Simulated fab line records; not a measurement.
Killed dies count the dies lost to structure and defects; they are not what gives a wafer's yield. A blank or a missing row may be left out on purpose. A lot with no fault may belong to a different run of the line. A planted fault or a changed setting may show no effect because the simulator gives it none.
Which of the tools did it? :: flow sky130 :: 14 lots, 42 wafers sampled, at 4 steps of a route of 708

== WHAT THE GAUGES READ, wafer by wafer ==
SKY_GATE_OXIDE_TW_MEAS_14. Usual: GATE_OXIDE_TW gives 224.7 (standard deviation 2.5).
lot: L860
measured: day 14 13:14
on: film metro-04
GATE_OXIDE_TW: 225.9 226.3 227.5
flag: 

lot: L861
measured: day 14 13:33
on: film metro-01
GATE_OXIDE_TW: 222.1 221.5 223.3
flag: 

lot: L862
measured: day 15 06:22
on: film metro-03
GATE_OXIDE_TW: 223.0 224.9 224.7
flag: 

lot: L863
measured: day 15 06:58
on: film metro-04
GATE_OXIDE_TW: 226.1 226.2 226.8
flag: 

lot: L864
measured: day 15 13:15
on: film metro-03
GATE_OXIDE_TW: 224.0 221.9 222.8
flag: 

lot: L865
measured: day 15 13:53
on: film metro-04
GATE_OXIDE_TW: 226.0 227.0 227.8
flag: 

lot: L867
measured: day 16 07:27
on: film metro-04
GATE_OXIDE_TW: 227.2 226.7 226.7
flag: 

lot: L866
measured: day 16 13:16
on: film metro-01
GATE_OXIDE_TW: 222.5 223.5 223.0
flag: 

lot: L868
measured: day 16 19:15
on: film metro-04
GATE_OXIDE_TW: 227.4 227.1 227.6
flag: 

lot: L869
measured: day 17 08:48
on: film metro-03
GATE_OXIDE_TW: 222.6 222.6 222.5
flag: 

lot: L871
measured: day 17 23:49
on: film metro-03
GATE_OXIDE_TW: 223.1 223.6 222.3
flag: 

lot: L872
measured: day 18 06:02
on: film metro-04
GATE_OXIDE_TW: 226.0 227.4 228.0
flag: 

lot: L873
measured: day 18 12:31
on: film metro-03
GATE_OXIDE_TW: 223.3 223.0 221.9
flag: 

lot: L874
measured: day 18 18:34
on: film metro-04
GATE_OXIDE_TW: 226.0 226.1 225.6
flag: 

SKY_LDD_P_TW_MEAS_11. Usual: LDD_P_TW gives 632 (standard deviation 9.9).
lot: L860
measured: day 19 17:54
on: film metro-04
LDD_P_TW: 647 645 641
flag: 

lot: L861
measured: day 19 20:44
on: film metro-03
LDD_P_TW: 633 632 634
flag: 

lot: L862
measured: day 20 18:44
on: film metro-04
LDD_P_TW: 649 654 654
flag: 

lot: L863
measured: day 20 16:19
on: film metro-01
LDD_P_TW: 632 632 632
flag: 

lot: L864
measured: day 21 04:20
on: film metro-03
LDD_P_TW: 626 631 628
flag: 

lot: L865
measured: day 21 05:37
on: film metro-01
LDD_P_TW: 633 631 627
flag: 

lot: L867
measured: day 21 17:00
on: film metro-03
LDD_P_TW: 628 628 629
flag: 

lot: L866
measured: day 21 21:52
on: film metro-03
LDD_P_TW: 627 628 631
flag: 

lot: L868
measured: day 22 05:52
on: film metro-03
LDD_P_TW: 631 630 628
flag: 

lot: L869
measured: day 22 19:42
on: film metro-01
LDD_P_TW: 622 623 622
flag: 

lot: L871
measured: day 23 10:11
on: film metro-03
LDD_P_TW: 1038 1037 1040
flag: OFF

lot: L872
measured: day 23 15:40
on: film metro-04
LDD_P_TW: 1073 1075 1075
flag: OFF

lot: L873
measured: day 24 04:14
on: film metro-04
LDD_P_TW: 1071 1072 1072
flag: OFF

lot: L874
measured: day 24 08:06
on: film metro-01
LDD_P_TW: 1042 1037 1043
flag: OFF

== TOOL THAT RAN EACH LOT (tool first, then ch and the chambers of the sampled wafers, then the start) ==
lot: L860
SKY_SONOS_ONO_STRIP_17: plasma asher-03 ch 0,1, day 13 08:14
SKY_LDD_P_IMPLANT_09: implanter-01 ch 0, day 19 17:39

lot: L861
SKY_SONOS_ONO_STRIP_17: plasma asher-01 ch 0,1, day 13 08:25
SKY_LDD_P_IMPLANT_09: implanter-02 ch 0, day 19 20:29

lot: L862
SKY_SONOS_ONO_STRIP_17: plasma asher-03 ch 0,1, day 14 02:04
SKY_LDD_P_IMPLANT_09: implanter-04 ch 0, day 20 18:30

lot: L863
SKY_SONOS_ONO_STRIP_17: plasma asher-04 ch 0, day 14 02:20
SKY_LDD_P_IMPLANT_09: implanter-04 ch 0, day 20 16:04

lot: L864
SKY_SONOS_ONO_STRIP_17: plasma asher-03 ch 0,1, day 14 07:44
SKY_LDD_P_IMPLANT_09: implanter-02 ch 0, day 21 04:05

lot: L865
SKY_SONOS_ONO_STRIP_17: plasma asher-04 ch 0,1, day 14 08:59
SKY_LDD_P_IMPLANT_09: implanter-02 ch 0, day 21 05:22

lot: L867
SKY_SONOS_ONO_STRIP_17: plasma asher-04 ch 0,1, day 14 22:04
SKY_LDD_P_IMPLANT_09: implanter-04 ch 0, day 21 16:45

lot: L866
SKY_SONOS_ONO_STRIP_17: plasma asher-03 ch 0,1, day 15 04:31
SKY_LDD_P_IMPLANT_09: implanter-04 ch 0, day 21 21:37

lot: L868
SKY_SONOS_ONO_STRIP_17: plasma asher-03 ch 0,1, day 15 09:43
SKY_LDD_P_IMPLANT_09: implanter-02 ch 0, day 22 05:37

lot: L869
SKY_SONOS_ONO_STRIP_17: plasma asher-01 ch 0,1, day 16 00:08
SKY_LDD_P_IMPLANT_09: implanter-04 ch 0, day 22 19:27

lot: L871
SKY_SONOS_ONO_STRIP_17: plasma asher-04 ch 0, day 16 15:48
SKY_LDD_P_IMPLANT_09: implanter-01 ch 0, day 23 09:56

lot: L872
SKY_SONOS_ONO_STRIP_17: plasma asher-03 ch 0,1, day 16 23:31
SKY_LDD_P_IMPLANT_09: implanter-02 ch 0, day 23 15:25

lot: L873
SKY_SONOS_ONO_STRIP_17: plasma asher-03 ch 0,1, day 17 04:45
SKY_LDD_P_IMPLANT_09: implanter-04 ch 0, day 24 04:01

lot: L874
SKY_SONOS_ONO_STRIP_17: plasma asher-04 ch 0,1, day 17 10:40
SKY_LDD_P_IMPLANT_09: implanter-02 ch 0, day 24 07:51
- SKY_SONOS_ONO_STRIP_17: strips in O2/N2.
- SKY_LDD_P_IMPLANT_09

== AS READ BY THE TOOLS THEMSELVES (means over the sampled wafers that have a number; for cases with no such wafer, the mark the record gives instead) ==
SKY_SONOS_ONO_STRIP_17. Usual: drypump motor current A 5.4 A, standard deviation 0.44; oes product au 0.710 a.u., standard deviation 0.0044; strip time to endpoint s 14.10 s, standard deviation 0.038.
lot: L860
tool: plasma asher-03
drypump motor current A (A): 5.9
oes product au (a.u.): 0.707
strip time to endpoint s (s): 14.07
flag: 

lot: L861
tool: plasma asher-01
drypump motor current A (A): 5.3
oes product au (a.u.): 0.709
strip time to endpoint s (s): 14.07
flag: 

lot: L862
tool: plasma asher-03
drypump motor current A (A): 5.9
oes product au (a.u.): 0.708
strip time to endpoint s (s): 14.11
flag: 

lot: L863
tool: plasma asher-04
drypump motor current A (A): 5.5
oes product au (a.u.): 0.711
strip time to endpoint s (s): 14.11
flag: 

lot: L864
tool: plasma asher-03
drypump motor current A (A): 5.9
oes product au (a.u.): 0.711
strip time to endpoint s (s): 14.11
flag: 

lot: L865
tool: plasma asher-04
drypump motor current A (A): 5.1
oes product au (a.u.): 0.708
strip time to endpoint s (s): 14.10
flag: 

lot: L867
tool: plasma asher-04
drypump motor current A (A): 5.3
oes product au (a.u.): 0.708
strip time to endpoint s (s): 14.09
flag: 

lot: L866
tool: plasma asher-03
drypump motor current A (A): 5.9
oes product au (a.u.): 0.711
strip time to endpoint s (s): 14.11
flag: 

lot: L868
tool: plasma asher-03
drypump motor current A (A): 5.6
oes product au (a.u.): 0.714
strip time to endpoint s (s): 14.17
flag: 

lot: L869
tool: plasma asher-01
drypump motor current A (A): 5.3
oes product au (a.u.): 0.710
strip time to endpoint s (s): 14.15
flag: 

lot: L871
tool: plasma asher-04
drypump motor current A (A): 5.5
oes product au (a.u.): 0.708
strip time to endpoint s (s): 14.08
flag: 

lot: L872
tool: plasma asher-03
drypump motor current A (A): 5.9
oes product au (a.u.): 0.709
strip time to endpoint s (s): 14.09
flag: 

lot: L873
tool: plasma asher-03
drypump motor current A (A): 5.6
oes product au (a.u.): 0.708
strip time to endpoint s (s): 14.12
flag: 

lot: L874
tool: plasma asher-04
drypump motor current A (A): 5.3
oes product au (a.u.): 0.704
strip time to endpoint s (s): 14.09
flag: 

== THE ANSWER, worked out from the rows above alone ==
Rule: take the mean of a lot's wafers that have a number; if it is more than 3 standard deviations from the usual mean, the lot is off. A lot without any number at a reading at which 4 lots or more have one is off too. All remaining lots with rows at the step are treated as sound. Order of review: gauges by route order, followed by the tools' own readings, for which a lot's mean as printed above is used. At the first step where some lot is off, the reading lying furthest off is the one used; lots without a number count as furthest.
Off: L871, L872, L873, L874, seen at SKY_LDD_P_TW_MEAS_11 (LDD_P_TW).
A tool fits if, at a process step before that reading, it ran every lot that is off, and no sound lot after the first of them. Gauges at SKY_LDD_P_TW_MEAS_11: tried the same way as those tools. None of those tried fits.

== WHAT THE SIMULATOR HAD PUT IN ==
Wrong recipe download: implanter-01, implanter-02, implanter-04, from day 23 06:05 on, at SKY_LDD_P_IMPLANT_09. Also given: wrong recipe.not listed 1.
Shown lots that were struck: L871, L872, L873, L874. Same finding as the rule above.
